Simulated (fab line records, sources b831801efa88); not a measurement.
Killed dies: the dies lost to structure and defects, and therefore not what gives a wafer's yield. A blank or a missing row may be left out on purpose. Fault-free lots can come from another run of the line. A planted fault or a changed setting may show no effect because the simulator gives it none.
fab line records	flow sky130
[record] lots = 5	wafers = 27
route steps=708 shown LI_CONTACT@362 METAL1@448 VIA1@478 METAL3@568 VIA3@588 VIA4@639 PASSIVATION@691
start-h: hours from the record's first day to the start of the lot's first wafer shown	wait-h: how many hours have passed since the lot's step before this one	" same as the row above	L1.1+2: a row that stands for several wafers	- no value, or no start given	* or withheld: withheld	< > ~ a bound
route shown NAME@n: NAME is a module with steps in the file, n the number in the route of the first one	usual: mean/standard deviation taken from wafers without a fault	same: alike in all rows	chamber/n: place in a boat	sites: per-site readings	_std_site: their standard deviation	_edge_site: the outer-site mean with the inner-site mean subtracted	radius-mm: for every site, how far away it sits from the centre of the wafer	mask NAME#n: copy n	behind: the last tool/chamber to shape the wafer	hold: cause of the lot's hold/its duration in hours/its outcome	device: which transistor (n, p or np) failed to switch	end of line: at the end of the route, the tests of the same wafers	a step given without rows: its recipe and nothing more	killed: not the wafer's yield, but the dies lost to structure and defects at the first sort	map: dies across one wafer; x = killed, . = not, _ = none there
set.NAME: setting as actually run; set.NAME@STEP: the setting as run at that earlier step	model.NAME: the simulator's own value behind a step, which no gauge read
lots where settings were altered on purpose, with a table for each step and a row for each wafer
[[steps]]
[step SKY_LI_CONTACT_HDPCVD_00]
[recipe] material = PSG	target-thk-nm = 930	sigma-open-frac = 0.3	time-s = 155	temp-c = 600	sih4-flow-sccm = 60	pressure-mtorr = 6
lot.wafer	tool	chamber	start-h	wait-h	set.time-s	model.PSG_of_LI_CONTACT_HDPCVD_00.thk-nm
L078.4	hdpcvd-02	1	729.12	0.1	155	913.3
L078.5	"	2	"	"	155	924
L078.6	"	0	"	"	155	925
L079.1+2	hdpcvd-02	1,2	729.60	0.0	155	916.2
L079.3	"	0	"	"	155	930.2
L079.4	"	2	"	"	155	928
L079.5	"	1	"	"	155	921.2
L079.6	"	0	"	"	155	916
L082.1	hdpcvd-02	0	730.59	0.0	155	930
L082.2	"	2	"	"	93.75	554.5
L082.3	"	1	"	"	93.75	551.2
L082.4	"	1	"	"	93.75	544.4
L082.5	"	0	"	"	155	925.4
L082.6	"	2	"	"	155	919.9
L083.1	hdpcvd-02	0	731.12	0.0	155	933.6
L083.2	"	1	"	"	72.45	433.4
L083.3	"	2	"	"	155	919.8
L083.4	"	0	"	"	72.45	417.7
L083.5	"	1	"	"	72.45	424.7
L083.6	"	2	"	"	155	925.1
L081.1	hdpcvd-01	1	731.42	0.0	155	927.1
L081.2	"	0	"	"	233.8	1417
L081.3	"	2	"	"	155	923.6
L081.4	"	2	"	"	233.8	1397
L081.5	"	0	"	"	233.8	1408
L081.6	"	1	"	"	155	933.8
[step SKY_LI_CONTACT_THK_MEAS_01]
[recipe] reads = PSG_of_LI_CONTACT_HDPCVD_00
[usual] LI_CONTACT_HDPCVD_THK = 929/9.7
lot.wafer	tool	chamber	start-h	wait-h	set.time-s@LI_CONTACT_HDPCVD_00	LI_CONTACT_HDPCVD_THK[nm]
L078.4	film-metro-03	-	729.20	0.0	155	914
L078.5	"	-	"	"	155	924
L078.6	"	-	"	"	155	925
L079.1	film-metro-01	-	729.71	0.1	155	916
L079.2	"	-	"	"	155	916
L079.3	"	-	"	"	155	930
L079.4	"	-	"	"	155	928
L079.5	"	-	"	"	155	921
L079.6	"	-	"	"	155	916
L082.1	film-metro-03	-	730.69	0.1	155	930
L082.2	"	-	"	"	93.75	554
L082.3	"	-	"	"	93.75	551
L082.4	"	-	"	"	93.75	544
L082.5	"	-	"	"	155	925
L082.6	"	-	"	"	155	919
L083.1	film-metro-04	-	731.22	0.1	155	933
L083.2	"	-	"	"	72.45	434
L083.3	"	-	"	"	155	920
L083.4	"	-	"	"	72.45	418
L083.5	"	-	"	"	72.45	424
L083.6	"	-	"	"	155	925
L081.1	film-metro-01	-	731.52	0.1	155	928
L081.2	"	-	"	"	233.8	1418
L081.3	"	-	"	"	155	924
L081.4	"	-	"	"	233.8	1397
L081.5	"	-	"	"	233.8	1408
L081.6	"	-	"	"	155	934
[step SKY_LI_CONTACT_CMP_02]
[recipe] material = PSG	down-force-psi = 4	platen-rpm = 60	pad-velocity-m-s = 0.94248
[usual] time-to-endpoint-s = 32.5/2.3
lot.wafer	tool	chamber	start-h	wait-h	set.time-s@LI_CONTACT_HDPCVD_00	time-to-endpoint-s	model.PSG_of_LI_CONTACT_HDPCVD_00.thk-nm
L078.4	cmp-01	3	729.29	0.1	155	28.3	597.8
L078.6	"	2	"	"	155	31.9	596.1
L078.5	"	3	"	"	155	33.4	599.3
L079.2	cmp-01	0	729.77	0.0	155	29.7	596.9
L079.4	"	1	"	"	155	34.8	598.7
L079.1	"	2	"	"	155	32.7	597.6
L079.3	"	3	"	"	155	36.3	597.7
L079.5	"	0	"	"	155	31.7	595.9
L079.6	"	1	"	"	155	34.5	597.8
L082.2	cmp-01	1	730.75	0.0	93.75	14.0	554.5
L082.1	"	2	"	"	155	32.2	597.8
L082.4	"	3	"	"	93.75	13.0	544.4
L082.3	"	0	"	"	93.75	11.9	551.2
L082.6	"	1	"	"	155	32.0	597.1
L082.5	"	2	"	"	155	30.7	597.4
L083.4	cmp-01	3	731.28	0.0	72.45	8.6	417.7
L083.3	"	0	"	"	155	29.8	596.7
L083.1	"	1	"	"	155	34.9	598
L083.2	"	2	"	"	72.45	9.6	433.4
L083.5	"	3	"	"	72.45	10.7	424.7
L083.6	"	0	"	"	155	31.3	595.7
L081.2	cmp-02	2	731.58	0.0	233.8	79.2	597.1
L081.4	"	3	"	"	233.8	79.2	598.6
L081.3	"	0	"	"	155	33.4	598.5
L081.1	"	1	"	"	155	29.7	596.9
L081.6	"	2	"	"	155	28.6	597.8
L081.5	"	3	"	"	233.8	81.4	598.7
[step SKY_LI_CONTACT_DEHYDRATE_04]
[recipe] temp-c = 200	time-s = 60
[step SKY_LI_CONTACT_ETCH_14]
[recipe] chemistry = N2/H2	target = BARC	ion-energy-ev = 200	source-w = 500	bias-w = 100	pressure-mtorr = 30	n2-flow-sccm = 100	h2-flow-sccm = 200	stop-on = SiO2	time-s = 45.9	target-depth-a = 600
[step SKY_LI_CONTACT_ETCH_15]
[recipe] target = PSG	chemistry = C4F8/O2/Ar	stop-on = Si	taper-deg = 4.15	mask-material = KrF-thick	source-w = 1500	bias-w = 1200	pressure-mtorr = 40	c4f8-flow-sccm = withheld	O2_flow_sccm = 6	Ar_flow_sccm = 300	time-s = withheld	target-depth-a = 6000
[usual] oes-product-au = 0.837/0.0043
lot.wafer	tool	chamber	start-h	wait-h	set.time-s@LI_CONTACT_HDPCVD_00	oes-product-au	model.LI_CONTACT.feature-depth-nm	model.etch.depth-nm
L078.4	rie-diel-01	0	757.24	0.1	*	0.828	597.8	597.8
L078.5	"	1	"	"	*	0.846	599.3	599.3
L078.6	"	0	"	"	*	0.831	596.1	596.1
L079.1	rie-diel-04	0	757.90	0.0	*	0.834	597.6	597.6
L079.2	"	2	"	"	*	0.839	596.9	596.9
L079.3	"	1	"	"	*	0.842	597.7	597.7
L079.4	"	1	"	"	*	0.837	598.7	598.7
L079.5	"	0	"	"	*	0.836	595.9	595.9
L079.6	"	2	"	"	*	0.842	597.8	597.8
L082.1	rie-diel-03	2	758.87	0.0	*	0.831	597.8	597.8
L082.2	"	0	"	"	*	0.810	554.5	554.5
L082.3	"	1	"	"	*	0.798	551.2	551.2
L082.4	"	3	"	"	*	0.800	544.4	544.4
L082.5	"	3	"	"	*	0.835	597.4	597.4
L082.6	"	0	"	"	*	0.835	597.1	597.1
L083.1	rie-diel-01	1	759.94	0.0	*	0.837	598	598
L083.2	"	0	"	"	*	0.711	433.4	433.4
L083.3	"	0	"	"	*	0.839	596.7	596.7
L083.4	"	1	"	"	*	0.687	417.7	417.7
L083.5	"	1	"	"	*	0.697	424.7	424.7
L083.6	"	0	"	"	*	0.829	595.7	595.7
L081.1	rie-diel-03	3	760.15	0.0	*	0.840	596.9	596.9
L081.2	"	0	"	"	*	0.843	597.1	597.1
L081.3	"	2	"	"	*	0.839	598.5	598.5
L081.4	"	1	"	"	*	0.838	598.6	598.6
L081.5	"	2	"	"	*	0.837	598.7	598.7
L081.6	"	3	"	"	*	0.832	597.8	597.8
[step SKY_METAL1_DEVELOP_14]
[recipe] develop-time-s = 60	resist = KrF-thick	dev-temp-c = 21
lot.wafer	tool	chamber	start-h	wait-h	set.develop-time-s
L078.4+5+6	litho-track-02	0	-	-	60
L079.1+2+5	litho-track-01	0	-	-	84.14
L079.3+4+6	"	0	"	"	60
L082.1+4+6	litho-track-01	0	-	-	74.73
L082.2+3+5	"	0	"	"	60
L083.1+3+4	litho-track-04	0	-	-	28.63
L083.2+5+6	"	0	"	"	60
L081.1+2+3+4+5+6	litho-track-01	0	-	-	60
[step SKY_METAL1_DESCUM_17]
[recipe] chemistry = O2	source-power-w = 150	bias-power-w = 0	pressure-mtorr = 10	temp-c = 40	time-s = 8
lot.wafer	tool	chamber	start-h	wait-h	set.develop-time-s@METAL1_DEVELOP_14	model.METAL1.cd-nm
L078.4	rie-metal-03	0	838.09	0.0	60	140.1
L078.5	"	1	"	"	60	140.7
L078.6	"	0	"	"	60	139.9
L079.1	rie-metal-03	0	838.78	0.0	84.14	133.7
L079.2	"	1	"	"	84.14	134.8
L079.3	"	0	"	"	60	139.7
L079.4	"	1	"	"	60	141.3
L079.5	"	1	"	"	84.14	134.6
L079.6	"	0	"	"	60	139.2
L082.1	rie-metal-02	1	840.03	0.0	74.73	135.9
L082.2	"	0	"	"	60	139.5
L082.3	"	0	"	"	60	140.7
L082.4	"	1	"	"	74.73	135.7
L082.5	"	1	"	"	60	139.9
L082.6	"	0	"	"	74.73	135.1
L083.1	rie-metal-03	1	841.56	0.0	28.63	154.5
L083.2	"	0	"	"	60	139.2
L083.3	"	1	"	"	28.63	154.6
L083.4	"	0	"	"	28.63	-
L083.5	"	0	"	"	60	139.1
L083.6	"	1	"	"	60	141.2
L081.1	rie-metal-02	1	841.65	0.0	60	142.3
L081.2	"	0	"	"	60	141.4
L081.3	"	1	"	"	60	142.8
L081.4+5	"	0,1	"	"	60	141.2
L081.6	"	0	"	"	60	142.1
[step SKY_VIA1_SPUTTER_20]
[recipe] material = TiN	target-thk-nm = 20	chamber-pressure-pa = 5	power-w = 4000	time-s = 80
lot.wafer	tool	chamber	start-h	wait-h	set.time-s	model.TiN_of_VIA1_SPUTTER_20.thk-nm
L078.4	pvd-sputter-02	-	865.26	0.0	80	19.98
L078.5	"	-	"	"	80	20.08
L078.6	"	-	"	"	80	19.86
L079.1	pvd-sputter-02	-	866.25	0.0	67.27	16.83
L079.2	"	-	"	"	67.27	16.94
L079.3	"	-	"	"	67.27	17
L079.4	"	-	"	"	80	19.86
L079.5	"	-	"	"	80	19.97
L079.6	"	-	"	"	80	20.01
L082.1	pvd-sputter-01	-	867.34	0.0	53.55	13.32
L082.2	"	-	"	"	80	19.82
L082.3	"	-	"	"	80	19.84
L082.4	"	-	"	"	53.55	13.31
L082.5	"	-	"	"	53.55	13.21
L082.6	"	-	"	"	80	19.78
L083.1	pvd-sputter-01	-	868.93	0.0	80	20.04
L083.2	"	-	"	"	80	20.22
L083.3	"	-	"	"	97.03	24.52
L083.4	"	-	"	"	97.03	24.35
L083.5	"	-	"	"	80	20.2
L083.6	"	-	"	"	97.03	24.32
L081.1	pvd-sputter-02	-	869.38	0.0	80	20.07
L081.2	"	-	"	"	80	19.93
L081.3	"	-	"	"	80	20
L081.4	"	-	"	"	80	19.92
L081.5	"	-	"	"	80	19.96
L081.6	"	-	"	"	80	19.98
[step SKY_METAL3_METAL_ETCH_18]
[recipe] target-depth-a = 8450	stop-on = SiO2	over-etch-frac = 0.3	time-s = 183.1	chemistry = Cl2/BCl3	resist-sidewall-deg = 88	pressure-mtorr = 10	icp-w = 900	bias-w = 48.5	Cl2_flow_sccm = 60	bcl3-flow-sccm = 30
[usual] oes-product-au = 0.868/0.006
lot.wafer	tool	chamber	start-h	wait-h	set.target-depth-a	oes-product-au	model.KrF-thick_of_METAL3_COAT_08.thk-nm
L078.4	rie-metal-04	1	972.55	0.1	8450	0.864	524.5
L078.5	"	0	"	"	8450	0.864	534.6
L078.6	"	1	"	"	8450	0.868	534.2
L079.1	rie-metal-04	1	972.91	0.0	12270	0.708	271.9
L079.2	"	0	"	"	12270	0.714	286
L079.3	"	1	"	"	8450	0.870	526
L079.4	"	0	"	"	12270	0.717	287.1
L079.5	"	0	"	"	8450	0.871	528.6
L079.6	"	1	"	"	8450	0.870	519.9
L082.1	rie-metal-01	0	973.86	0.0	3599	0.996	844
L082.2	"	1	"	"	3599	0.998	844.1
L082.3	"	0	"	"	8450	0.873	530
L082.4	"	1	"	"	8450	0.872	528.5
L082.5	"	0	"	"	8450	0.864	536.8
L082.6	"	1	"	"	3599	1.000	839.3
L083.1	rie-metal-02	0	974.86	0.0	10710	0.774	371.7
L083.2	"	1	"	"	8450	0.873	529.3
L083.3	"	0	"	"	8450	0.878	525.5
L083.4	"	1	"	"	10710	0.760	384.5
L083.5	"	0	"	"	10710	0.771	380.7
L083.6	"	1	"	"	8450	0.862	535.4
L081.1	rie-metal-02	1	976.16	0.0	10390	0.772	400.3
L081.2	"	0	"	"	8450	0.859	518.2
L081.3	"	1	"	"	10390	0.768	398.9
L081.4	"	0	"	"	10390	0.774	387.2
L081.5	"	0	"	"	8450	0.865	522.3
L081.6	"	1	"	"	8450	0.856	523.2
[step SKY_METAL3_STRIP_19]
[recipe] chemistry = O2/N2	power-w = 1400	pressure-mtorr = 1500	platen-temp-c = withheld	o2-flow-sccm = 3000	n2-flow-sccm = 300	overash-fraction = 0.5
[usual] oes-product-au = 0.502/0.0052	strip-time-to-endpoint-s = 6.55/0.063
lot.wafer	tool	chamber	start-h	wait-h	set.target-depth-a@METAL3_METAL_ETCH_18	oes-product-au	strip-time-to-endpoint-s
L078.4	plasma-asher-01	1	972.70	0.1	8450	0.493	6.51
L078.5	"	0	"	"	8450	0.502	6.61
L078.6	"	1	"	"	8450	0.503	6.61
L079.1	plasma-asher-03	1	973.09	0.1	12270	0.389	3.94
L079.2	"	0	"	"	12270	0.396	4.08
L079.3	"	0	"	"	8450	0.492	6.52
L079.4	"	1	"	"	12270	0.397	4.09
L079.5	"	0	"	"	8450	0.508	6.56
L079.6	"	1	"	"	8450	0.493	6.45
L082.1	plasma-asher-01	0	974.04	0.1	3599	0.635	9.65
L082.2	"	1	"	"	3599	0.626	9.61
L082.3	"	1	"	"	8450	0.498	6.57
L082.4	"	0	"	"	8450	0.499	6.56
L082.5	"	0	"	"	8450	0.503	6.63
L082.6	"	1	"	"	3599	0.627	9.58
L083.1	plasma-asher-03	1	975.04	0.1	10710	0.436	4.95
L083.2	"	0	"	"	8450	0.500	6.56
L083.3	"	1	"	"	8450	0.500	6.53
L083.4	"	0	"	"	10710	0.438	5.09
L083.5	"	1	"	"	10710	0.440	5.05
L083.6	"	0	"	"	8450	0.499	6.60
L081.1	plasma-asher-03	0	976.34	0.1	10390	0.453	5.25
L081.2	"	1	"	"	8450	0.497	6.46
L081.3	"	1	"	"	10390	0.460	5.24
L081.4	"	0	"	"	10390	0.445	5.11
L081.5	"	1	"	"	8450	0.507	6.48
L081.6	"	0	"	"	8450	0.506	6.52
[step SKY_VIA3_ETCH_15]
[recipe] target = SiO2	chemistry = C4F8/O2/Ar	target-depth-nm = 507	stop-on = TiN	mask-material = KrF-thick	source-w = 1500	bias-w = 1200	pressure-mtorr = 40	c4f8-flow-sccm = withheld	O2_flow_sccm = 6	Ar_flow_sccm = 300	time-s = 78
[usual] oes-product-au = 0.947/0.0044
lot.wafer	tool	chamber	start-h	wait-h	set.time-s	oes-product-au	model.KrF-thick_of_VIA3_COAT_07.thk-nm
L078.4	rie-diel-02	2	1000.02	0.0	78	0.946	293.5
L078.5	"	3	"	"	78	0.942	290.8
L078.6	"	0	"	"	78	0.950	290.6
L079.1	rie-diel-02	1	1000.84	0.0	41.87	1.015	336.2
L079.2	"	0	"	"	78	0.940	290.9
L079.3	"	3	"	"	78	0.946	290
L079.4	"	2	"	"	41.87	1.000	339.9
L079.5	"	3	"	"	41.87	1.007	337.8
L079.6	"	0	"	"	78	0.943	290.7
L082.1	rie-diel-04	0	1001.23	0.0	108.1	0.904	249.9
L082.2	"	1	"	"	108.1	0.899	249
L082.3	"	2	"	"	78	0.948	290.4
L082.4	"	3	"	"	78	0.946	292.8
L082.5	"	3	"	"	108.1	0.916	253.4
L082.6	"	0	"	"	78	0.950	289.5
L083.1	rie-diel-03	2	1001.58	0.0	109.2	0.898	246.6
L083.2	"	0	"	"	78	0.945	287.9
L083.3	"	1	"	"	109.2	0.901	249.6
L083.4	"	1	"	"	78	0.950	290.6
L083.5	"	0	"	"	109.2	0.900	247.2
L083.6	"	2	"	"	78	0.941	286.7
L081.1	rie-diel-02	0	1003.08	0.0	78	0.947	289.5
L081.2	"	2	"	"	78	0.943	291.9
L081.3	"	1	"	"	111.2	0.897	244.5
L081.4	"	3	"	"	111.2	0.904	245.1
L081.5	"	0	"	"	111.2	0.905	246.6
L081.6	"	3	"	"	78	0.949	289.1
[step SKY_VIA3_STRIP_16]
[recipe] chemistry = O2/N2	power-w = 1400	pressure-mtorr = 1500	platen-temp-c = withheld	o2-flow-sccm = 3000	n2-flow-sccm = 300	overash-fraction = 0.5
[usual] oes-product-au = 0.402/0.0045	strip-time-to-endpoint-s = 4.117/0.023
lot.wafer	tool	chamber	start-h	wait-h	set.time-s@VIA3_ETCH_15	oes-product-au	strip-time-to-endpoint-s
L078.4	plasma-asher-02	1	1000.12	0.1	78	0.404	4.162
L078.5	"	0	"	"	78	0.400	4.135
L078.6	"	1	"	"	78	0.398	4.129
L079.1	plasma-asher-01	1	1000.90	0.0	41.87	0.422	4.606
L079.2	"	0	"	"	78	0.407	4.128
L079.3	"	0	"	"	78	0.399	4.124
L079.4	"	1	"	"	41.87	0.420	4.632
L079.5	"	0	"	"	41.87	0.423	4.612
L079.6	"	1	"	"	78	0.400	4.135
L082.1	plasma-asher-01	0	1001.29	0.0	108.1	0.382	3.701
L082.2	"	1	"	"	108.1	0.388	3.683
L082.3	"	0	"	"	78	0.401	4.122
L082.4	"	1	"	"	78	0.400	4.137
L082.5	"	1	"	"	108.1	0.386	3.726
L082.6	"	0	"	"	78	0.402	4.129
L083.1	plasma-asher-04	0	1001.64	0.0	109.2	0.386	3.651
L083.2	"	1	"	"	78	0.398	4.097
L083.3	"	0	"	"	109.2	0.382	3.681
L083.4	"	1	"	"	78	0.400	4.121
L083.5	"	0	"	"	109.2	0.384	3.670
L083.6	"	1	"	"	78	0.406	4.103
L081.1	plasma-asher-01	1	1003.14	0.0	78	0.405	4.109
L081.2	"	0	"	"	78	0.400	4.150
L081.3	"	1	"	"	111.2	0.369	3.649
L081.4	"	0	"	"	111.2	0.381	3.639
L081.5	"	1	"	"	111.2	0.379	3.660
L081.6	"	0	"	"	78	0.406	4.094
[step SKY_VIA4_HDPCVD_00]
[recipe] material = SiO2	target-thk-nm = 1750	sigma-open-frac = 0.3	time-s = 291.7	temp-c = 400	sih4-flow-sccm = 60	pressure-mtorr = 6
lot.wafer	tool	chamber	start-h	wait-h	set.time-s	model.SiO2_of_VIA4_HDPCVD_00.thk-nm
L078.4	hdpcvd-01	0	1046.78	0.1	291.7	1740
L078.5	"	2	"	"	291.7	1718
L078.6	"	1	"	"	291.7	1767
L079.1	hdpcvd-01	1	1048.26	0.0	291.7	1789
L079.2	"	0	"	"	291.7	1772
L079.3	"	2	"	"	291.7	1762
L079.4	"	1	"	"	291.7	1795
L079.5+6	"	0,2	"	"	291.7	1770
L082.1	hdpcvd-02	0	1048.99	0.0	129.9	775.8
L082.2	"	1	"	"	291.7	1757
L082.3	"	2	"	"	129.9	784.6
L082.4	"	1	"	"	129.9	785.8
L082.5	"	0	"	"	291.7	1743
L082.6	"	2	"	"	291.7	1751
L083.1	hdpcvd-02	0	1049.69	0.0	291.7	1746
L083.2	"	1	"	"	291.7	1729
L083.3	"	2	"	"	291.7	1762
L083.4	"	0	"	"	132.6	804.9
L083.5	"	1	"	"	132.6	800.2
L083.6	"	2	"	"	132.6	793
L081.1	hdpcvd-02	1	1050.65	0.0	338.4	2044
L081.2	"	0	"	"	291.7	1781
L081.3	"	2	"	"	291.7	1785
L081.4	"	0	"	"	338.4	2060
L081.5	"	2	"	"	338.4	2033
L081.6	"	1	"	"	291.7	1748
[step SKY_VIA4_THK_MEAS_01]
[recipe] reads = SiO2_of_VIA4_HDPCVD_00
[usual] VIA4_HDPCVD_THK = 1762/20
lot.wafer	tool	chamber	start-h	wait-h	set.time-s@VIA4_HDPCVD_00	VIA4_HDPCVD_THK[nm]
L078.4	film-metro-03	-	1046.90	0.0	291.7	1739
L078.5	"	-	"	"	291.7	1718
L078.6	"	-	"	"	291.7	1767
L079.1	film-metro-02	-	1048.44	0.1	291.7	1788
L079.2	"	-	"	"	291.7	1771
L079.3	"	-	"	"	291.7	1761
L079.4	"	-	"	"	291.7	1795
L079.5	"	-	"	"	291.7	1770
L079.6	"	-	"	"	291.7	1770
L082.1	film-metro-02	-	1049.17	0.1	129.9	775
L082.2	"	-	"	"	291.7	1758
L082.3	"	-	"	"	129.9	784
L082.4	"	-	"	"	129.9	786
L082.5	"	-	"	"	291.7	1743
L082.6	"	-	"	"	291.7	1750
L083.1	film-metro-03	-	1049.87	0.1	291.7	1744
L083.2	"	-	"	"	291.7	1731
L083.3	"	-	"	"	291.7	1762
L083.4	"	-	"	"	132.6	805
L083.5	"	-	"	"	132.6	800
L083.6	"	-	"	"	132.6	793
L081.1	film-metro-02	-	1050.83	0.1	338.4	2044
L081.2	"	-	"	"	291.7	1782
L081.3	"	-	"	"	291.7	1786
L081.4	"	-	"	"	338.4	2063
L081.5	"	-	"	"	338.4	2031
L081.6	"	-	"	"	291.7	1749
[step SKY_PASSIVATION_DEVELOP_10]
[recipe] develop-time-s = 60	dev-temp-c = 23
lot.wafer	tool	chamber	start-h	wait-h	set.develop-time-s
L078.4+5+6	litho-track-04	0	-	-	60
L079.1+5+6	litho-track-03	0	-	-	60
L079.2+3+4	"	0	"	"	72.18
L082.1+3+6	litho-track-03	0	-	-	85.87
L082.2+4+5	"	0	"	"	60
L083.1+2+3+4+5+6	litho-track-04	0	-	-	60
L081.1+2+3+4+5+6	litho-track-03	0	-	-	60
[step SKY_PASSIVATION_ETCH_11]
[recipe] chemistry = CF4/O2	target-depth-nm = 725	stop-on = AlCu	source-w = 800	bias-w = 150	pressure-mtorr = 150	cf4-flow-sccm = 80	O2_flow_sccm = 10	time-s = 161.1
lot.wafer	tool	chamber	start-h	wait-h	set.develop-time-s@PASSIVATION_DEVELOP_10	model.PASSIVATION.cd-nm
L078.4	rie-diel-01	1	1112.76	-	60	2992
L078.5	"	1	"	"	60	2995
L078.6	"	0	"	"	60	2987
L079.1	rie-diel-03	3	1114.89	-	60	2985
L079.2	"	1	"	"	72.18	3002
L079.3	"	2	"	"	72.18	3000
L079.4	"	0	"	"	72.18	2994
L079.5	"	0	"	"	60	2976
L079.6	"	1	"	"	60	2977
L082.1	rie-diel-04	3	1115.24	-	85.87	3031
L082.2	"	2	"	"	60	2994
L082.3+6	"	1,3	"	"	85.87	3027
L082.4	"	0	"	"	60	2992
L082.5	"	2	"	"	60	2998
L083.1	rie-diel-04	1	1117.26	-	60	2992
L083.2+3	"	2,0	"	"	60	3003
L083.4	"	3	"	"	60	3001
L083.5	"	0	"	"	60	3002
L083.6	"	3	"	"	60	3000
L081.1	rie-diel-01	2	1117.54	-	60	2992
L081.2	"	0	"	"	60	2994
L081.3	"	1	"	"	60	2996
L081.4+5	"	3,2	"	"	60	2997
L081.6	"	3	"	"	60	2990
[[key]]
[split] step = SKY_LI_CONTACT_HDPCVD_00	setting = time-s	stated = 155	by = wafer
[response] step = SKY_LI_CONTACT_HDPCVD_00	reading = model.PSG_of_LI_CONTACT_HDPCVD_00.thk-nm	change = +9.43	per = 1%	r = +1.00
[response] step = SKY_LI_CONTACT_THK_MEAS_01	reading = LI_CONTACT_HDPCVD_THK	change = +9.43	per = 1%	r = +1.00
[response] step = SKY_LI_CONTACT_CMP_02	reading = time-to-endpoint-s	change = *	per = 1%	r = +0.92
[response] step = SKY_LI_CONTACT_CMP_02	reading = model.PSG_of_LI_CONTACT_HDPCVD_00.thk-nm	shape = bent	at-lowest = 425.3	at-stated = 597.4	at-highest = 598.2
[response] step = SKY_LI_CONTACT_ETCH_15	reading = oes-product-au	shape = bent	at-lowest = 0.698	at-stated = 0.836	at-highest = 0.839
[response] step = SKY_LI_CONTACT_ETCH_15	reading = model.LI_CONTACT.feature-depth-nm	shape = bent	at-lowest = 425.3	at-stated = 597.4	at-highest = 598.2
[response] step = SKY_LI_CONTACT_ETCH_15	reading = model.etch.depth-nm	shape = bent	at-lowest = 425.3	at-stated = 597.4	at-highest = 598.2
[split] step = SKY_METAL1_DEVELOP_14	setting = develop-time-s	stated = 60	by = wafer
[response] step = SKY_METAL1_DESCUM_17	reading = model.METAL1.cd-nm	change = -0.217	per = 1%	r = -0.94
[split] step = SKY_VIA1_SPUTTER_20	setting = time-s	stated = 80	by = wafer
[response] step = SKY_VIA1_SPUTTER_20	reading = model.TiN_of_VIA1_SPUTTER_20.thk-nm	change = +0.197	per = 1%	r = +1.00
[split] step = SKY_METAL3_METAL_ETCH_18	setting = target-depth-a	stated = 8450	by = wafer
[response] step = SKY_METAL3_METAL_ETCH_18	reading = oes-product-au	change = -0.00292	per = 1%	r = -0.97
[response] step = SKY_METAL3_METAL_ETCH_18	reading = model.KrF-thick_of_METAL3_COAT_08.thk-nm	change = -5.43	per = 1%	r = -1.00
[response] step = SKY_METAL3_STRIP_19	reading = oes-product-au	change = -0.00227	per = 1%	r = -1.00
[response] step = SKY_METAL3_STRIP_19	reading = strip-time-to-endpoint-s	change = *	per = 1%	r = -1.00
[split] step = SKY_VIA3_ETCH_15	setting = time-s	stated = 78	by = wafer
[response] step = SKY_VIA3_ETCH_15	reading = oes-product-au	change = -0.00118	per = 1%	r = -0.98
[response] step = SKY_VIA3_ETCH_15	reading = model.KrF-thick_of_VIA3_COAT_07.thk-nm	change = -1.03	per = 1%	r = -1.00
[response] step = SKY_VIA3_STRIP_16	reading = oes-product-au	change = -0.000475	per = 1%	r = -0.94
[response] step = SKY_VIA3_STRIP_16	reading = strip-time-to-endpoint-s	change = *	per = 1%	r = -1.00
[split] step = SKY_VIA4_HDPCVD_00	setting = time-s	stated = 291.7	by = wafer
[response] step = SKY_VIA4_HDPCVD_00	reading = model.SiO2_of_VIA4_HDPCVD_00.thk-nm	change = +17.4	per = 1%	r = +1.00
[response] step = SKY_VIA4_THK_MEAS_01	reading = VIA4_HDPCVD_THK	change = +17.4	per = 1%	r = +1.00
[split] step = SKY_PASSIVATION_DEVELOP_10	setting = develop-time-s	stated = 60	by = wafer
[response] step = SKY_PASSIVATION_ETCH_11	reading = model.PASSIVATION.cd-nm	change = +0.813	per = 1%	r = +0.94
